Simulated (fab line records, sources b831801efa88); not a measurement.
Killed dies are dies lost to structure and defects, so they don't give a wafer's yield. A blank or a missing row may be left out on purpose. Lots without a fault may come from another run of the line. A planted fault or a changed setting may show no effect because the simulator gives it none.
One fault seen from 2 desks | flow gf180mcu | each desk has only its own numbers; what lay behind them comes last

THE TOOL OWNER'S DESK: implanter-01
The tool's own readings at GF_VT_IMPLANT_IMPLANT_41: means of the sampled wafers that have a number, for each lot that ran on this tool. A lot is out of limits, marked OUT, if its mean lies more than 4 standard deviations from the usual mean; the brackets give that distance.
Columns: A = beam_on_s at GF_VT_IMPLANT_IMPLANT_41, usual 9.98 s; B = faraday_current_uA at GF_VT_IMPLANT_IMPLANT_41, usual 5.72
lot  | first seen here | A                | B
L413 | day 8 05:43     | 9.97             | 5.74
L431 | day 13 11:02    | 11.01 (+5.1) OUT | 5.18 (-4.9) OUT
L433 | day 13 14:18    | 10.88 (+4.5) OUT | 5.25 (-4.3) OUT
This desk's finding: out of limits on L431, L433; first on L431, day 13 11:02 (beam_on_s at GF_VT_IMPLANT_IMPLANT_41). In limits: L413.

THE METROLOGY DESK
What the gauges read, lot by lot, whatever tool the lot ran on: means of the sampled wafers that have a number. A lot is out of limits, marked OUT, if its mean lies more than 4 standard deviations from the usual mean; the brackets give that distance.
Columns: A = VT_IMPLANT_02_OVL at GF_VT_IMPLANT_OVL_MEAS_29, usual -0.1 nm; B = VT_IMPLANT_3_TW at GF_VT_IMPLANT_TW_MEAS_32, usual 267.1; C = VT_IMPLANT_03_OVL at GF_VT_IMPLANT_OVL_MEAS_40, usual 0.8 nm
lot  | first seen here | A    | B     | C
L413 | day 7 12:55     | 0.1  | 261.3 | 2.2
L416 | day 8 07:13     | -0.5 | 268.9 | -1.9
L429 | day 11 17:46    | 0.1  | 269.3 | -0.2
L431 | day 12 14:49    | -2.0 | 265.3 | -0.2
L433 | day 12 18:15    | -0.6 | 269.5 | 0.7
L434 | day 13 11:37    | -0.5 | 266.7 | -0.2
This desk's finding: nothing out of limits on any of the 6 lots.

PUT TOGETHER
The tool owner's desk could have raised an alarm at day 13 11:02, on L431, L433.
The metrology desk saw nothing out of limits.
The metrology desk has L431, L433 on record, within its limits.
Of the lots named, all ran GF_VT_IMPLANT_IMPLANT_41 on implanter-01.

WHAT THE SIMULATOR HAD PUT IN
Process parameter drift: implanter-01, from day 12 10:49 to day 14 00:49, at GF_VT_IMPLANT_IMPLANT_41. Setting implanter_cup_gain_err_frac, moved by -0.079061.
Lots struck among those shown: L431, L433.
Hours from the fault's start to each desk's first reading out of limits: the tool owner's desk, 24.
